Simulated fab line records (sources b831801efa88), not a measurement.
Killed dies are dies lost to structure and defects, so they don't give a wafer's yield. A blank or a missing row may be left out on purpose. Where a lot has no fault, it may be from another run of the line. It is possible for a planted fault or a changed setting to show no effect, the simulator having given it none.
A single fault, viewed from 2 desks	flow sfq_line	only its own numbers are on each desk; what lay behind them is given at the end

== THE TOOL OWNER'S DESK: rie_metal-01 ==
The tool's own readings at SFQ_TRILAYER_M5_BARC_OPEN_METAL_ETCH_161 (etches BARC in O2, target depth 125 nm, time 41.7 s): means of the sampled wafers that have a number, for each lot that ran on this tool. A lot is out of limits, marked OUT, if its mean lies more than 4 standard deviations from the usual mean; the brackets give that distance.
Columns: A = drypump_motor_current_A at SFQ_TRILAYER_M5_BARC_OPEN_METAL_ETCH_161, usual 5.9 A; B = oes_product_au at SFQ_TRILAYER_M5_BARC_OPEN_METAL_ETCH_161, usual 0.685 a.u.
lot	first seen here	A	B
L687	day 62 18:34	5.6	0.689
L689	day 66 16:02	5.8	0.683
L691	day 67 03:07	5.8	0.686
Finding of this desk: none of the 3 lots has anything out of limits.

== AT THE METROLOGY DESK ==
What the gauges read, lot by lot, whatever tool the lot ran on: means of the sampled wafers that have a number. A lot is out of limits, marked OUT, if its mean lies more than 4 standard deviations from the usual mean; the brackets give that distance.
Columns: A = M5_OVL at SFQ_M5_OVL_MEAS_932, usual 1 nm
lot	first seen here	A
L679	day 58 00:14	4
L687	day 62 18:31	8
L689	day 66 16:01	2
L691	day 67 03:04	1
L694	day 68 23:17	-1
L697	day 75 12:13	3
Finding of this desk: none of the 6 lots has anything out of limits.

== ALL TOGETHER ==
The tool owner's desk saw nothing out of limits.
Metrology desk: nothing out of limits seen.

== WHAT WAS PUT IN BY THE SIMULATOR ==
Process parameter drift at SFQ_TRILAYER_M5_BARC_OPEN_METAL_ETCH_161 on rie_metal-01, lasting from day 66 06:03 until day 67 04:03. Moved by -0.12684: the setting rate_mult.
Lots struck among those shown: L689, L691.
